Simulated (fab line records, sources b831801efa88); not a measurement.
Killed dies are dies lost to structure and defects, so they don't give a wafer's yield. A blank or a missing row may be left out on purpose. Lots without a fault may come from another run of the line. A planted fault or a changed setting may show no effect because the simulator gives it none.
Problem report in the 8D (eight disciplines) form, filled by code | flow sky130 | the parts of the form that need people (team, actions taken, sign-off) are left out

1. THE PROBLEM
SD_N_TW at SKY_SD_N_TW_MEAS_12 reads a mean of 221 on 3 wafers of 1 lot; wafers without a fault read 3963 with a standard deviation of 23. That is -99 or more standard deviations from the usual mean.
First seen on wafer L623.1, day 31 16:06, on film_metro-03. The record holds 39 wafers of 13 lots with a number at this step. Rule for "out", or "out of limits": more than 4 standard deviations from the usual mean. The other wafers with a number count as sound.

2. WHAT IT IS AND WHAT IT IS NOT
question                    | is                     | is not
which readings at this step | SD_N_TW                | -
which lots                  | L623                   | L611, L612, L613, L614, L616, L620, L621, L629, L630, L631, L633, L634
which wafers of those lots  | all that have a number | -
read on which gauges        | film_metro-03          | film_metro-02, film_metro-04
when                        | from day 31 16:06      | up to then (21 sound wafers); but 15 sound wafers of L629, L630, L631, L633, L634 came after

3. SUSPECTS, AND WHAT RULES EACH OUT
Counting: a tool at a process step up to the reading stays a suspect if it ran every lot that is out and no sound lot after the first of them.
- the gauge at SKY_SD_N_TW_MEAS_12: ruled out. All the wafers that are out were read on film_metro-03, but those of them that SKY_RES_XHIGH_STRIP_08 has rows for are out there too, on other tools.
- plasma_asher-02 at SKY_LDD_LDN_STRIP_12 (strips in O2/N2): ruled out as a lasting fault. Sound lots L629, L631 ran on it after its first lot that is out, L623 (day 26 21:53).
- plasma_asher-03 at SKY_RES_XHIGH_STRIP_08 (strips in O2/N2): ruled out as a lasting fault. Sound lots L629, L630, L631, L634 ran on it after its first lot that is out, L623 (day 30 11:45).
- plasma_asher-01 at SKY_SD_N_STRIP_11 (strips in O2/N2): ruled out as a lasting fault. Sound lots L631, L633 ran on it after its first lot that is out, L623 (day 31 16:00).
Left after counting: nothing in the record.

4. THE CAUSE (what the simulator had put in)
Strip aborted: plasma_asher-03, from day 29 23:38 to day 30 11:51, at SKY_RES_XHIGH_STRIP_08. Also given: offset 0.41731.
Counting ruled it out, wrongly: the rule takes a fault to strike every lot that its tool runs from its start on, and this one did not.

5. THE CHAIN OF EFFECTS, in route order
Each row: a reading whose mean over the struck wafers that have a number lies more than 3 standard deviations from the usual. Only readings for which the record gives a usual standard deviation are gone through. hours: the time from each lot's start at the first step in this table that gives one to its start at this step, as a median over the lots. sigmas: the change in usual standard deviations.
hours | step                   | reading                  | usual      | on struck wafers | change | sigmas
0     | SKY_RES_XHIGH_STRIP_08 | oes_product_au           | 0.711 a.u. | 0.952            | +0.241 | +53
28    | SKY_SD_N_STRIP_11      | oes_product_au           | 0.529 a.u. | 0.549            | +0.020 | +4.2
28    | SKY_SD_N_STRIP_11      | strip_time_to_endpoint_s | 22.39 s    | 24.16            | +1.77  | +49
28    | SKY_SD_N_TW_MEAS_12    | SD_N_TW                  | 3963       | 221              | -3742  | -99 or more
The process steps in it:
- SKY_RES_XHIGH_STRIP_08: strips in O2/N2.
- SKY_SD_N_STRIP_11: strips in O2/N2.
Readings that are blank on the struck wafers while sound wafers have them: strip_time_to_endpoint_s at SKY_RES_XHIGH_STRIP_08.
Later measuring or inspecting steps at which every struck wafer that the step has a row for has a number for every such reading, and none has moved that far: SKY_SD_N_RS_MEAS_18.

6. WHAT WOULD HAVE CAUGHT IT SOONER
In this record the first reading out of limits at a measuring or inspecting step was taken at day 31 16:06, 40 hours after the fault began at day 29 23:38.
The tool's own readings at SKY_RES_XHIGH_STRIP_08 were out on every struck wafer that the step has a row for (oes_product_au): an alarm limit on them would have fired on the first of those.
